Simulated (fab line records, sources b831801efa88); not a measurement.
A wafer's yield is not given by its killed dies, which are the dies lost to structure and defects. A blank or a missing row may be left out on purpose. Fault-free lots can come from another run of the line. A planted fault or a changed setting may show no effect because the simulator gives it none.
fab line records	flow sky130
record: lots: 13	wafers: 39	last-day: 50
route steps=708 shown LOCAL_INTERCONNECT@400 CONTACT@420 PAD_OPEN@708
lots untouched by any fault: they come from a run of this same line in which no faults occurred
start-h: hours from the record's first day to the start of the lot's first wafer shown	wait-h: time in hours since the lot's previous step	" as in the row above	L1.1+2: one row covering several wafers at once	- no value, or no start was given	* or withheld: withheld	< > ~ a bound
route shown NAME@n: a module of which the file shows steps, and the number in the route of the first	usual: mean and standard deviation over wafers with no fault	same: alike in all rows	chamber/n: place in a boat	sites: the reading at each site	_std_site: the values' standard deviation	_edge_site: outer sites' mean less inner sites'	radius-mm: how far each site lies from the wafer's centre	mask NAME#n: copy n	behind: the last tool/chamber to shape the wafer	hold: why the lot was held/for how many hours/how that ended	device: the transistor (n, p or np) that didn't switch	end of line: the same wafers' tests at the end of the route	for a step that has no rows: nothing shown but its recipe	killed: not the wafer's yield, but the dies lost to structure and defects at the first sort	map: the dies of a wafer, with x for killed, . for not killed, _ for no die there
set.NAME: setting as actually run; set.NAME@STEP: the setting as run at that earlier step	model.NAME: the simulator's own value behind a step, which no gauge read
steps of the route over a sample of lots; a table a step, a row a wafer
services: from which hour (start-h, from the record's first day; less than 0 if before it) a tool's chamber was out of use, for how many hours, and why
== steps ==
step: SKY_LOCAL_INTERCONNECT_ETCH_13
recipe: chemistry: N2/H2	target: BARC	ion-energy-ev: 200	bias-w: 100	pressure-mtorr: 30	n2-flow-sccm: 100	h2-flow-sccm: 200	icp-w: 500	stop-on: SiO2	time-s: 45.9	target-depth-a: 600
usual: bias-w: 100.0/0.32	drypump-motor-current-A: 5.72/0.23	h2-flow-sccm: 200.0/0.58	oes-product-au: 0.854/0.0047	throttle-valve-pct: 13.224/0.0093
lot.wafer	tool	chamber	start-h	wait-h	bias-w	drypump-motor-current-A	h2-flow-sccm	oes-product-au	rf-hours-counter-h	throttle-valve-pct
L192.1	rie-metal-01	1	729.72	0.0	100.2	5.87	199.7	0.858	5	13.242
L192.2	"	0	"	"	99.8	5.39	199.3	0.860	7	13.223
L192.6	"	1	"	"	99.9	5.88	201.0	0.845	-	13.228
L193.2	rie-metal-03	0	744.97	0.0	99.7	5.92	200.5	0.855	8	13.226
L193.5	"	1	"	"	99.8	5.69	201.0	0.849	-	13.229
L193.6	"	0	"	"	100.1	5.98	200.4	0.858	-	13.224
L194.1	rie-metal-01	1	748.96	0.0	100.0	5.86	200.5	0.856	5	13.208
L194.5	"	1	"	"	100.1	5.88	201.0	0.851	-	13.224
L194.6	"	0	"	"	100.0	5.40	200.0	0.849	-	13.208
L198.3	rie-metal-03	1	772.83	0.0	99.7	5.69	199.3	0.857	-	13.228
L198.4	"	0	"	"	100.2	5.94	200.7	0.854	-	13.225
L198.5	"	0	"	"	99.9	5.92	199.2	0.853	-	13.224
L199.1	rie-metal-04	1	785.77	0.0	99.8	5.96	200.4	0.853	2	13.212
L199.5	"	1	"	"	99.7	5.97	200.0	0.860	-	13.213
L199.6	"	1	"	"	99.3	5.97	200.4	0.856	-	13.231
L200.3	rie-metal-03	1	796.00	0.1	99.7	5.67	200.5	0.847	-	13.234
L200.4	"	1	"	"	100.1	5.67	199.8	0.862	-	13.230
L200.5	"	1	"	"	100.0	5.66	200.7	0.854	-	13.231
L202.1	rie-metal-01	0	807.46	0.0	99.4	5.41	200.3	0.855	10	13.227
L202.5	"	0	"	"	99.6	5.40	200.2	0.855	-	13.217
L202.6	"	1	"	"	100.1	5.87	199.3	0.851	-	13.223
L203.2	rie-metal-03	1	814.21	0.0	100.3	5.67	199.4	0.845	5	13.216
L203.4	"	0	"	"	99.6	5.90	199.2	0.851	-	13.229
L203.5	"	0	"	"	99.7	5.95	199.0	0.849	-	13.205
L204.3	rie-metal-04	1	823.73	0.0	99.9	5.93	200.3	0.852	-	13.227
L204.4	"	0	"	"	100.1	5.39	201.5	0.854	-	13.224
L204.5	"	0	"	"	100.3	5.41	200.7	0.857	-	13.219
L205.3	rie-metal-03	0	833.53	0.0	99.8	5.94	200.3	0.853	-	13.240
L205.5	"	1	"	"	100.0	5.66	200.7	0.848	-	13.223
L205.6	"	0	"	"	99.8	5.91	200.0	0.851	-	13.231
L209.1	rie-metal-01	1	856.82	0.0	100.6	5.85	199.7	0.854	9	13.246
L209.3	"	1	"	"	100.2	5.87	199.5	0.854	-	13.223
L209.6	"	0	"	"	99.8	5.40	200.0	0.853	-	13.230
L212.1	rie-metal-03	0	884.57	0.0	99.9	5.97	199.8	0.855	12	13.209
L212.4	"	0	"	"	100.0	5.96	200.2	0.861	-	13.225
L212.6	"	1	"	"	100.6	5.67	200.4	0.854	-	13.214
L213.1	rie-metal-01	0	896.91	0.0	100.4	5.41	199.9	0.857	13	13.234
L213.4	"	1	"	"	99.5	5.87	201.0	0.857	-	13.219
L213.6	"	0	"	"	100.5	5.41	199.8	0.858	-	13.221
step: SKY_CONTACT_CD_MEAS_14
recipe: target-cd-nm: 170
usual: cd-nm: 169.8/1.8
lot.wafer	tool	chamber	start-h	wait-h	cd-nm
L192.1	cd-sem-02	-	757.81	-	168.3
L192.2	"	-	"	"	168.0
L192.6	"	-	"	"	168.3
L193.2	cd-sem-02	-	771.13	-	169.3
L193.5	"	-	"	"	170.3
L193.6	"	-	"	"	170.8
L194.1	cd-sem-01	-	777.01	-	171.8
L194.5	"	-	"	"	171.7
L194.6	"	-	"	"	169.9
L198.3	cd-sem-02	-	801.30	-	169.7
L198.4	"	-	"	"	168.2
L198.5	"	-	"	"	167.7
L199.1	cd-sem-02	-	813.86	-	168.6
L199.5	"	-	"	"	168.7
L199.6	"	-	"	"	169.5
L200.3	cd-sem-02	-	824.77	-	168.8
L200.4	"	-	"	"	169.4
L200.5	"	-	"	"	169.6
L202.1	cd-sem-01	-	835.51	-	173.7
L202.5	"	-	"	"	174.9
L202.6	"	-	"	"	173.0
L203.2	cd-sem-01	-	841.98	-	171.2
L203.4	"	-	"	"	172.5
L203.5	"	-	"	"	170.9
L204.3	cd-sem-02	-	851.85	-	170.3
L204.4	"	-	"	"	170.9
L204.5	"	-	"	"	169.9
L205.3	cd-sem-01	-	861.30	-	167.1
L205.5	"	-	"	"	167.1
L205.6	"	-	"	"	167.6
L209.1	cd-sem-02	-	884.23	-	170.1
L209.3	"	-	"	"	171.1
L209.6	"	-	"	"	170.9
L212.1	cd-sem-01	-	910.81	-	168.2
L212.4	"	-	"	"	168.9
L212.6	"	-	"	"	168.5
L213.1	cd-sem-02	-	923.06	-	169.9
L213.4	"	-	"	"	170.2
L213.6	"	-	"	"	170.0
step: SKY_CONTACT_ETCH_17
recipe: target: SiO2	chemistry: C4F8/O2/Ar	stop-on: Si3N4	mask-material: KrF-thick	source-w: 1500	bias-w: 1200	pressure-mtorr: 40	c4f8-flow-sccm: withheld	O2_flow_sccm: 6	Ar_flow_sccm: 300	time-s: withheld	target-depth-a: 3400
usual: bias-w: 1200/3.4	oes-product-au: 0.893/0.0046
lot.wafer	tool	chamber	start-h	wait-h	bias-w	oes-product-au
L192.1	rie-diel-02	0	758.01	0.0	1195	0.891
L192.2	"	1	"	"	1204	0.895
L192.6	"	0	"	"	1198	0.897
L193.2	rie-diel-01	3	771.31	0.0	1200	0.894
L193.5	"	2	"	"	1199	0.896
L193.6	"	3	"	"	1196	0.890
L194.1	rie-diel-02	3	777.20	0.0	1205	0.890
L194.5	"	0	"	"	1196	0.894
L194.6	"	1	"	"	1201	0.894
L198.3	rie-diel-02	1	801.46	0.0	1201	0.889
L198.4	"	3	"	"	1206	0.892
L198.5	"	2	"	"	1198	0.896
L199.1	rie-diel-01	0	814.06	0.0	1201	0.892
L199.5	"	3	"	"	1198	0.882
L199.6	"	2	"	"	1198	0.890
L200.3	rie-diel-01	2	824.93	0.0	1199	0.882
L200.4	"	0	"	"	1200	0.883
L200.5	"	3	"	"	1198	0.897
L202.1	rie-diel-01	1	835.70	0.0	1305	0.893
L202.5	"	0	"	"	1306	0.891
L202.6	"	1	"	"	1307	0.890
L203.2	rie-diel-01	3	842.15	0.0	1310	0.892
L203.4	"	1	"	"	1313	0.895
L203.5	"	2	"	"	1312	0.887
L204.3	rie-diel-02	3	852.00	0.0	1202	0.891
L204.4	"	0	"	"	1194	0.895
L204.5	"	0	"	"	1201	0.892
L205.3	rie-diel-02	1	861.46	0.0	1203	0.899
L205.5	"	2	"	"	1199	0.892
L205.6	"	1	"	"	1200	0.886
L209.1	rie-diel-03	1	884.43	0.0	1197	0.889
L209.3	"	2	"	"	1197	0.892
L209.6	"	3	"	"	1202	0.901
L212.1	rie-diel-01	1	911.01	0.0	1208	0.897
L212.4	"	0	"	"	1200	0.881
L212.6	"	1	"	"	1206	0.888
L213.1	rie-diel-02	3	923.26	0.0	1197	0.889
L213.4	"	0	"	"	1204	0.888
L213.6	"	3	"	"	1203	0.890
step: SKY_CONTACT_SPUTTER_23
recipe: material: TiN	target-thk-nm: 20	chamber-pressure-pa: 5	power-w: 4000	time-s: 80
usual: throttle-valve-pct: 29.9/0.87
lot.wafer	tool	chamber	start-h	wait-h	throttle-valve-pct
L192.1	pvd-sputter-03	-	758.69	0.0	30.0
L192.2	"	-	"	"	30.4
L192.6	"	-	"	"	30.2
L193.2	pvd-sputter-04	-	772.02	0.0	29.5
L193.5	"	-	"	"	29.2
L193.6	"	-	"	"	29.9
L194.1	pvd-sputter-03	-	777.90	0.0	30.0
L194.5	"	-	"	"	28.9
L194.6	"	-	"	"	30.1
L198.3	pvd-sputter-03	-	802.55	0.0	30.3
L198.4	"	-	"	"	30.4
L198.5	"	-	"	"	30.0
L199.1	pvd-sputter-01	-	814.75	0.0	31.2
L199.5	"	-	"	"	30.0
L199.6	"	-	"	"	31.4
L200.3	pvd-sputter-04	-	825.61	0.0	30.1
L200.4	"	-	"	"	30.7
L200.5	"	-	"	"	30.2
L202.1	pvd-sputter-01	-	836.39	0.0	31.3
L202.5	"	-	"	"	29.7
L202.6	"	-	"	"	31.4
L203.2	pvd-sputter-03	-	842.84	0.0	30.0
L203.4	"	-	"	"	30.1
L203.5	"	-	"	"	30.2
L204.3	pvd-sputter-03	-	852.72	0.0	29.2
L204.4	"	-	"	"	30.2
L204.5	"	-	"	"	29.9
L205.3	pvd-sputter-01	-	862.14	0.0	31.3
L205.5	"	-	"	"	27.9
L205.6	"	-	"	"	29.7
L209.1	pvd-sputter-04	-	885.47	0.0	29.2
L209.3	"	-	"	"	30.6
L209.6	"	-	"	"	29.5
L212.1	pvd-sputter-04	-	911.78	0.0	29.1
L212.4	"	-	"	"	30.0
L212.6	"	-	"	"	30.2
L213.1	pvd-sputter-01	-	923.94	0.0	28.2
L213.4	"	-	"	"	31.4
L213.6	"	-	"	"	30.3
step: SKY_PAD_OPEN_PROBE_99
usual: killed_at_M0_to_M3: 43/7.2	killed_at_M4_up: 3.0/2	killed-at-contacts: 24/5.5	killed-at-front-end: 15/4.2	killed-at-other: 0.3/0.51	killed-dies: 85/10	killed-on-rim: 17/4	killed-open: 46/7.3	killed-short: 38/6.4
same: gross-dies: 492	killed-at-back-side: 0
lot.wafer	tool	chamber	start-h	wait-h	killed_at_M0_to_M3	killed_at_M4_up	killed-at-contacts	killed-at-front-end	killed-at-other	killed-dies	killed-on-rim	killed-open	killed-short
L192.1	prober-02	-	1093.38	0.1	42	0	18	17	1	78	15	53	25
L192.2	prober-02	-	1093.43	0.1	41	5	17	23	0	86	18	49	37
L192.6	prober-02	-	1093.63	0.2	49	3	27	16	1	96	20	56	40
L193.2	prober-01	-	1104.65	0.1	44	2	20	14	0	80	17	42	38
L193.5	prober-01	-	1104.80	0.2	48	2	15	12	0	77	18	48	29
L193.6	prober-01	-	1104.85	0.2	54	6	17	10	0	87	14	41	46
L194.1	prober-02	-	1111.25	0.1	45	5	25	18	0	93	20	49	44
L194.5	prober-02	-	1111.45	0.2	48	3	27	12	0	90	21	45	45
L194.6	prober-02	-	1111.50	0.2	56	0	26	13	0	95	21	54	41
L198.3	prober-01	-	1129.81	0.2	48	3	33	7	0	91	18	59	32
L198.4	prober-01	-	1129.86	0.2	35	4	35	12	0	86	16	40	46
L198.5	prober-01	-	1129.91	0.2	49	0	31	15	0	95	14	53	42
L199.1	prober-01	-	1139.22	0.1	42	2	39	18	0	101	25	53	48
L199.5	prober-01	-	1139.42	0.2	58	3	25	16	0	102	15	56	46
L199.6	prober-01	-	1139.47	0.2	55	1	27	12	0	95	20	57	38
L200.3	prober-01	-	1142.23	0.2	52	1	31	12	0	96	13	53	43
L200.4	prober-01	-	1142.28	0.2	56	3	19	14	0	92	21	59	33
L200.5	prober-01	-	1142.33	0.2	45	2	24	13	0	84	11	50	34
L202.1	prober-01	-	1152.64	0.1	50	6	17	19	0	92	20	46	46
L202.5	prober-01	-	1152.84	0.2	51	3	21	7	0	82	16	38	44
L202.6	prober-01	-	1152.89	0.2	43	2	21	12	0	78	19	39	39
L203.2	prober-02	-	1156.60	0.1	46	6	27	17	0	96	19	52	44
L203.4	prober-02	-	1156.70	0.2	42	4	24	22	0	92	19	47	45
L203.5	prober-02	-	1156.75	0.2	34	3	22	14	0	73	16	32	41
L204.3	prober-01	-	1163.05	0.2	47	3	15	14	0	79	20	42	37
L204.4	prober-01	-	1163.10	0.2	50	0	19	24	0	93	15	59	34
L204.5	prober-01	-	1163.15	0.2	33	2	18	16	0	69	19	38	31
L205.3	prober-02	-	1171.93	0.2	33	4	26	16	0	79	10	46	33
L205.5	prober-02	-	1172.03	0.2	38	6	21	16	0	81	12	49	32
L205.6	prober-02	-	1172.08	0.2	44	1	26	17	0	88	19	55	33
L209.1	prober-02	-	1184.72	0.1	39	2	24	17	0	82	16	54	28
L209.3	prober-02	-	1184.82	0.2	34	2	25	15	0	76	14	44	32
L209.6	prober-02	-	1184.97	0.2	37	2	19	18	0	76	16	43	33
L212.1	prober-01	-	1203.48	0.1	42	4	23	12	0	81	17	41	40
L212.4	prober-01	-	1203.63	0.2	30	4	20	15	0	69	15	37	32
L212.6	prober-01	-	1203.73	0.2	46	9	32	14	0	101	9	54	47
L213.1	prober-01	-	1210.98	0.1	46	1	23	14	1	85	13	47	38
L213.4	prober-01	-	1211.13	0.2	29	1	14	18	0	62	14	31	31
L213.6	prober-01	-	1211.23	0.2	47	2	15	13	0	77	17	43	34
killed by level:class
L192.1 VIA3:geometric-particle:open=12 CONTACT:geometric-particle:open=7 VIA2:geometric-particle:open=6 LI_CONTACT:geometric-particle:open=5 FIELD_ISO:geometric-particle:short=4 VIA1:geometric-particle:open=4 FIELD_ISO:geometric-particle:open=4 METAL1:geometric-particle:short=4
L192.2 FIELD_ISO:geometric-particle:open=9 CONTACT:geometric-particle:open=8 METAL2:geometric-particle:short=8 VIA2:geometric-particle:open=7 VIA1:geometric-particle:open=7 VIA1:geometric-particle:short=6 POLY_GATE:geometric-particle:open=5 CONTACT:geometric-particle:short=3
L192.6 VIA1:geometric-particle:open=12 CONTACT:geometric-particle:open=11 VIA3:geometric-particle:short=8 VIA3:geometric-particle:open=7 VIA2:geometric-particle:open=6 POLY_GATE:geometric-particle:open=5 LI_CONTACT:geometric-particle:open=5 FIELD_ISO:geometric-particle:open=4
L193.2 VIA1:geometric-particle:open=9 METAL1:geometric-particle:short=8 CONTACT:geometric-particle:open=7 POLY_GATE:geometric-particle:short=6 METAL2:geometric-particle:short=6 POLY_GATE:geometric-particle:open=5 LI_CONTACT:geometric-particle:open=5 CONTACT:geometric-particle:short=5
L193.5 VIA1:geometric-particle:open=13 VIA2:geometric-particle:open=9 LI_CONTACT:geometric-particle:open=6 CONTACT:geometric-particle:open=6 VIA1:geometric-particle:short=5 METAL1:geometric-particle:short=5 METAL2:geometric-particle:short=5 VIA3:geometric-particle:open=5
L193.6 VIA1:geometric-particle:open=13 METAL1:geometric-particle:short=11 VIA2:geometric-particle:open=7 VIA3:geometric-particle:open=5 METAL2:geometric-particle:short=5 VIA3:geometric-particle:short=5 FIELD_ISO:geometric-particle:short=4 LI_CONTACT:geometric-particle:open=4
L194.1 CONTACT:geometric-particle:short=9 VIA1:geometric-particle:open=9 FIELD_ISO:geometric-particle:short=7 CONTACT:geometric-particle:open=7 VIA2:geometric-particle:open=7 VIA3:geometric-particle:open=6 FIELD_ISO:geometric-particle:open=5 POLY_GATE:geometric-particle:open=5
L194.5 CONTACT:geometric-particle:open=10 METAL1:geometric-particle:short=10 VIA1:geometric-particle:short=7 LI_CONTACT:geometric-particle:open=6 VIA1:geometric-particle:open=6 VIA3:geometric-particle:open=6 CONTACT:geometric-particle:short=5 VIA2:geometric-particle:open=5
L194.6 VIA1:geometric-particle:open=15 CONTACT:geometric-particle:open=9 LI_CONTACT:geometric-particle:open=8 METAL2:geometric-particle:short=7 METAL3:geometric-particle:short=7 VIA3:geometric-particle:open=6 METAL1:geometric-particle:short=5 VIA2:geometric-particle:open=5
L198.3 LI_CONTACT:geometric-particle:open=15 CONTACT:geometric-particle:open=12 VIA1:geometric-particle:open=10 METAL1:geometric-particle:short=9 VIA2:geometric-particle:open=8 VIA3:geometric-particle:open=7 METAL2:geometric-particle:short=5 POLY_GATE:geometric-particle:short=4
L198.4 VIA1:geometric-particle:open=10 CONTACT:geometric-particle:open=9 CONTACT:geometric-particle:short=8 LOCAL_INTERCONNECT:geometric-particle:short=8 LI_CONTACT:geometric-particle:open=6 METAL2:geometric-particle:short=6 VIA3:geometric-particle:open=5 METAL4:geometric-particle:short=4
L198.5 VIA1:geometric-particle:open=19 LI_CONTACT:geometric-particle:open=9 CONTACT:geometric-particle:open=9 METAL2:geometric-particle:short=7 VIA1:geometric-particle:short=6 METAL1:geometric-particle:short=5 CONTACT:geometric-particle:short=5 LOCAL_INTERCONNECT:geometric-particle:short=4
L199.1 CONTACT:geometric-particle:open=13 VIA1:geometric-particle:open=12 LI_CONTACT:geometric-particle:open=7 LOCAL_INTERCONNECT:geometric-particle:short=7 METAL2:geometric-particle:short=6 VIA2:geometric-particle:open=6 CONTACT:geometric-particle:short=5 METAL1:geometric-particle:short=5
L199.5 VIA1:geometric-particle:open=18 CONTACT:geometric-particle:open=10 METAL1:geometric-particle:short=7 VIA1:geometric-particle:short=7 VIA3:geometric-particle:open=7 FIELD_ISO:geometric-particle:open=5 POLY_GATE:geometric-particle:open=5 VIA3:geometric-particle:short=5
L199.6 VIA1:geometric-particle:open=14 CONTACT:geometric-particle:open=10 VIA2:geometric-particle:open=10 LI_CONTACT:geometric-particle:open=7 METAL1:geometric-particle:short=7 FIELD_ISO:geometric-particle:open=5 VIA3:geometric-particle:open=5 VIA1:geometric-particle:short=4
L200.3 VIA1:geometric-particle:open=17 LOCAL_INTERCONNECT:geometric-particle:short=12 CONTACT:geometric-particle:open=9 METAL1:geometric-particle:short=7 VIA3:geometric-particle:open=7 VIA1:geometric-particle:short=6 LI_CONTACT:geometric-particle:open=5 VIA2:geometric-particle:open=5
L200.4 VIA3:geometric-particle:open=14 VIA1:geometric-particle:open=13 FIELD_ISO:geometric-particle:open=8 CONTACT:geometric-particle:open=7 LI_CONTACT:geometric-particle:open=6 METAL2:geometric-particle:short=6 METAL1:geometric-particle:short=5 VIA1:geometric-particle:short=4
L200.5 CONTACT:geometric-particle:open=11 VIA1:geometric-particle:open=10 VIA2:geometric-particle:open=7 METAL1:geometric-particle:short=6 METAL2:geometric-particle:short=5 VIA3:geometric-particle:open=5 POLY_GATE:geometric-particle:open=4 LOCAL_INTERCONNECT:geometric-particle:short=4
L202.1 VIA1:geometric-particle:open=9 CONTACT:geometric-particle:open=8 VIA1:geometric-particle:short=8 VIA3:geometric-particle:open=7 POLY_GATE:geometric-particle:short=6 METAL1:geometric-particle:short=6 METAL2:geometric-particle:short=5 POLY_CUT:geometric-particle:open=4
L202.5 CONTACT:geometric-particle:open=8 LI_CONTACT:geometric-particle:open=7 METAL1:geometric-particle:short=7 VIA2:geometric-particle:open=7 METAL2:geometric-particle:short=6 VIA1:geometric-particle:short=6 VIA1:geometric-particle:open=5 METAL3:geometric-particle:short=5
L202.6 VIA1:geometric-particle:open=8 VIA2:geometric-particle:open=7 LOCAL_INTERCONNECT:geometric-particle:short=6 CONTACT:geometric-particle:open=6 METAL2:geometric-particle:short=6 VIA3:geometric-particle:open=6 METAL1:geometric-particle:short=5 POLY_GATE:geometric-particle:open=4
L203.2 VIA1:geometric-particle:open=12 CONTACT:geometric-particle:open=9 LI_CONTACT:geometric-particle:open=8 VIA2:geometric-particle:open=7 METAL2:geometric-particle:short=7 FIELD_ISO:geometric-particle:open=5 METAL4:geometric-particle:short=5 POLY_GATE:geometric-particle:short=4
L203.4 METAL2:geometric-particle:short=9 POLY_GATE:geometric-particle:short=8 LI_CONTACT:geometric-particle:open=8 CONTACT:geometric-particle:open=8 VIA1:geometric-particle:open=8 VIA3:geometric-particle:open=7 VIA2:geometric-particle:open=5 FIELD_ISO:geometric-particle:open=4
L203.5 VIA1:geometric-particle:open=7 CONTACT:geometric-particle:short=7 VIA3:geometric-particle:open=6 CONTACT:geometric-particle:open=5 POLY_GATE:geometric-particle:short=4 LI_CONTACT:geometric-particle:short=4 LOCAL_INTERCONNECT:geometric-particle:short=3 METAL1:geometric-particle:short=3
L204.3 VIA1:geometric-particle:open=14 VIA2:geometric-particle:open=9 METAL1:geometric-particle:short=7 CONTACT:geometric-particle:short=5 FIELD_ISO:geometric-particle:short=4 VIA1:geometric-particle:short=4 FIELD_ISO:geometric-particle:open=3 VIA3:geometric-particle:open=3
L204.4 VIA1:geometric-particle:open=10 VIA2:geometric-particle:open=9 POLY_GATE:geometric-particle:open=9 CONTACT:geometric-particle:open=7 VIA3:geometric-particle:open=7 FIELD_ISO:geometric-particle:open=5 METAL2:geometric-particle:short=5 VIA3:geometric-particle:short=5
L204.5 VIA1:geometric-particle:open=9 CONTACT:geometric-particle:open=7 POLY_GATE:geometric-particle:short=6 LI_CONTACT:geometric-particle:open=5 VIA3:geometric-particle:open=5 VIA3:geometric-particle:short=5 FIELD_ISO:geometric-particle:open=3 POLY_GATE:geometric-particle:open=3
L205.3 CONTACT:geometric-particle:open=11 VIA1:geometric-particle:open=9 LI_CONTACT:geometric-particle:open=7 LOCAL_INTERCONNECT:geometric-particle:short=5 VIA3:geometric-particle:open=5 FIELD_ISO:geometric-particle:short=4 POLY_GATE:geometric-particle:open=4 VIA1:geometric-particle:short=4
L205.5 VIA1:geometric-particle:open=10 LI_CONTACT:geometric-particle:open=7 VIA2:geometric-particle:open=7 VIA3:geometric-particle:open=6 FIELD_ISO:geometric-particle:short=4 CONTACT:geometric-particle:open=4 LOCAL_INTERCONNECT:geometric-particle:short=4 CONTACT:geometric-particle:short=4
L205.6 CONTACT:geometric-particle:open=11 VIA1:geometric-particle:open=11 VIA3:geometric-particle:open=9 LI_CONTACT:geometric-particle:open=8 VIA1:geometric-particle:short=8 POLY_GATE:geometric-particle:short=5 FIELD_ISO:geometric-particle:short=4 FIELD_ISO:geometric-particle:open=4
L209.1 CONTACT:geometric-particle:open=11 VIA1:geometric-particle:open=11 POLY_GATE:geometric-particle:open=8 VIA2:geometric-particle:open=7 LI_CONTACT:geometric-particle:open=5 VIA3:geometric-particle:open=4 LOCAL_INTERCONNECT:geometric-particle:short=4 METAL2:geometric-particle:short=4
L209.3 CONTACT:geometric-particle:open=7 VIA1:geometric-particle:open=7 LI_CONTACT:geometric-particle:open=6 METAL1:geometric-particle:short=6 POLY_GATE:geometric-particle:open=5 VIA2:geometric-particle:open=5 POLY_GATE:geometric-particle:short=4 LI_CONTACT:geometric-particle:short=4
L209.6 CONTACT:geometric-particle:open=10 VIA1:geometric-particle:open=8 VIA2:geometric-particle:open=6 FIELD_ISO:geometric-particle:short=5 METAL2:geometric-particle:short=5 POLY_GATE:geometric-particle:short=4 POLY_GATE:geometric-particle:open=4 CONTACT:geometric-particle:short=4
L212.1 METAL2:geometric-particle:short=10 VIA1:geometric-particle:open=9 LI_CONTACT:geometric-particle:open=7 VIA2:geometric-particle:open=7 CONTACT:geometric-particle:open=6 LI_CONTACT:geometric-particle:short=5 CONTACT:geometric-particle:short=4 VIA1:geometric-particle:short=4
L212.4 METAL1:geometric-particle:short=9 CONTACT:geometric-particle:open=9 CONTACT:geometric-particle:short=6 VIA1:geometric-particle:open=5 FIELD_ISO:geometric-particle:open=4 VIA1:geometric-particle:short=4 SPACER:geometric-particle:open=3 LOCAL_INTERCONNECT:geometric-particle:open=3
L212.6 CONTACT:geometric-particle:open=15 METAL2:geometric-particle:short=10 LI_CONTACT:geometric-particle:open=9 METAL1:geometric-particle:short=8 VIA1:geometric-particle:open=8 METAL4:geometric-particle:short=7 VIA3:geometric-particle:open=6 CONTACT:geometric-particle:short=5
L213.1 VIA1:geometric-particle:open=10 POLY_GATE:geometric-particle:open=7 CONTACT:geometric-particle:open=7 LI_CONTACT:geometric-particle:open=6 METAL2:geometric-particle:short=6 VIA3:geometric-particle:open=6 LOCAL_INTERCONNECT:geometric-particle:short=5 VIA2:geometric-particle:open=5
L213.4 VIA1:geometric-particle:open=10 CONTACT:geometric-particle:open=7 METAL2:geometric-particle:short=6 VIA3:geometric-particle:open=5 POLY_GATE:geometric-particle:short=4 VIA2:geometric-particle:short=4 FIELD_ISO:geometric-particle:short=3 POLY_GATE:geometric-particle:open=3
L213.6 VIA1:geometric-particle:open=12 VIA2:geometric-particle:open=8 CONTACT:geometric-particle:open=7 VIA1:geometric-particle:short=6 CONTACT:geometric-particle:short=5 METAL2:geometric-particle:short=5 VIA3:geometric-particle:open=5 POLY_GATE:geometric-particle:open=4
== services ==
tool	chamber	start-h	hours	kind
rie-metal-04	1	708.11	6.7	repair
pvd-sputter-01	-	709.67	1.0	repair
rie-diel-03	2	713.00	15.5	repair
rie-metal-03	1	719.08	15.8	repair
rie-diel-01	3	720.96	4.1	repair
pvd-sputter-03	-	731.37	4.5	repair
rie-diel-03	0	731.93	1.3	repair
rie-metal-03	0	784.67	26.2	repair
rie-diel-01	3	800.76	3.4	repair
rie-metal-01	1	807.95	3.0	repair
rie-diel-01	-	810.63	2.8	pm
pvd-sputter-04	-	812.25	5.8	repair
rie-diel-01	1	814.47	7.6	repair
pvd-sputter-03	-	814.58	1.2	repair
rie-diel-01	-	817.64	4.3	pm
rie-diel-02	3	819.72	7.0	repair
rie-diel-02	2	837.86	4.6	repair
pvd-sputter-04	-	859.06	4.7	repair
pvd-sputter-01	-	867.88	12.1	repair
rie-diel-02	-	889.46	14.6	pm
rie-diel-01	2	894.71	8.3	repair
rie-diel-03	-	896.80	15.6	pm
rie-metal-04	-	910.39	1.4	pm
rie-diel-02	3	913.22	3.4	repair
== key ==
first-sign: step: SKY_CONTACT_ETCH_17	reading: bias-w	direction: up	sigmas: 32	usual: 1200	struck: 1309
effect none on later readings
met-at SKY_CONTACT_ETCH_17
struck-lots L202,L203
tester-left-out L202,L203
not-acting-at SKY_LOCAL_INTERCONNECT_ETCH_13,SKY_CONTACT_CD_MEAS_14,SKY_CONTACT_SPUTTER_23
onset-between 824.93 835.70
fault: kind: process-parameter-drift	tool: rie-diel-01	chamber: -	onset-h: 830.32	steps: SKY_CONTACT_ETCH_17	channel: bias-w	offset: 110.46	shape: step	end-h: 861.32	acts-in: these-recipes-only	stated: 1200
tester-left-out: of these lots the tester's yield and bins aren't shown, on N5 and GAA mostly nor the transistor test; their killed dies are dies lost to structure and defects alone, not to doping, threshold or leakage, so they don't give the yield
